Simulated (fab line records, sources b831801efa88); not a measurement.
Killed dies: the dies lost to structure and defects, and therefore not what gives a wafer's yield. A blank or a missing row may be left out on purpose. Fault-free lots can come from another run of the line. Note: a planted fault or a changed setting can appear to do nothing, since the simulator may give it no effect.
Which tool is to blame? ; flow sky130 ; 6 lots, 17 wafers sampled, at 2 steps of a route of 708

== WHAT THE GAUGES SHOWED, per wafer ==
SKY_FIELD_ISO_THK_MEAS_23.
lot;measured;on;FIELD_ISO_OXIDATION_01_THK (nm)
L555;day 3 07:02;filmMetro-03;10.07 10.23 10.00
L560;day 4 07:28;filmMetro-01;10.16 10.08 10.19
L563;day 4 23:37;filmMetro-02;9.73 9.61
L565;day 5 07:34;filmMetro-02;9.61 9.78 9.92
L570;day 6 10:58;filmMetro-01;10.20 10.29 10.18
L574;day 7 05:29;filmMetro-02;9.77 9.67 9.82

== WHICH TOOL RAN EACH LOT (tool, then ch and the chambers of the sampled wafers, then the start) ==
lot;SKY_FIELD_ISO_ETCH_15
L555;rieDiel-03 ch 1,2,3, day 3 05:00
L560;rieDiel-03 ch 2,3, day 4 03:52
L563;rieDiel-03 ch 1, day 4 21:29
L565;rieDiel-03 ch 0,1,3, day 5 04:43
L570;rieDiel-02 ch 0,2,3, day 6 09:16
L574;rieDiel-03 ch 0,1,2, day 7 03:44
- SKY_FIELD_ISO_ETCH_15: etches the open film in CHF3/O2, stops on Si, target depth 180 nm, time 72 s.

== THE ANSWER, worked out from the rows above alone ==
Rule: what is usual is taken from the lots themselves. The widest of any qualifying gaps counts: lots, ordered by their means at a reading, are off when they make up no more than a third of the lots, leave a main group of 4 or more, and stand apart from it by 3 or more times the standard deviation of that group's means. A main group is skipped when, at the precision printed for the reading in the tables above, its means are all equal. Also off: a lot with no number at a reading for which 4 or more lots have one. Any other lot the step has rows for is counted as sound.
No lot is off on any of the readings shown, so nothing can be concluded from this.

== WHAT WAS PUT IN BY THE SIMULATOR ==
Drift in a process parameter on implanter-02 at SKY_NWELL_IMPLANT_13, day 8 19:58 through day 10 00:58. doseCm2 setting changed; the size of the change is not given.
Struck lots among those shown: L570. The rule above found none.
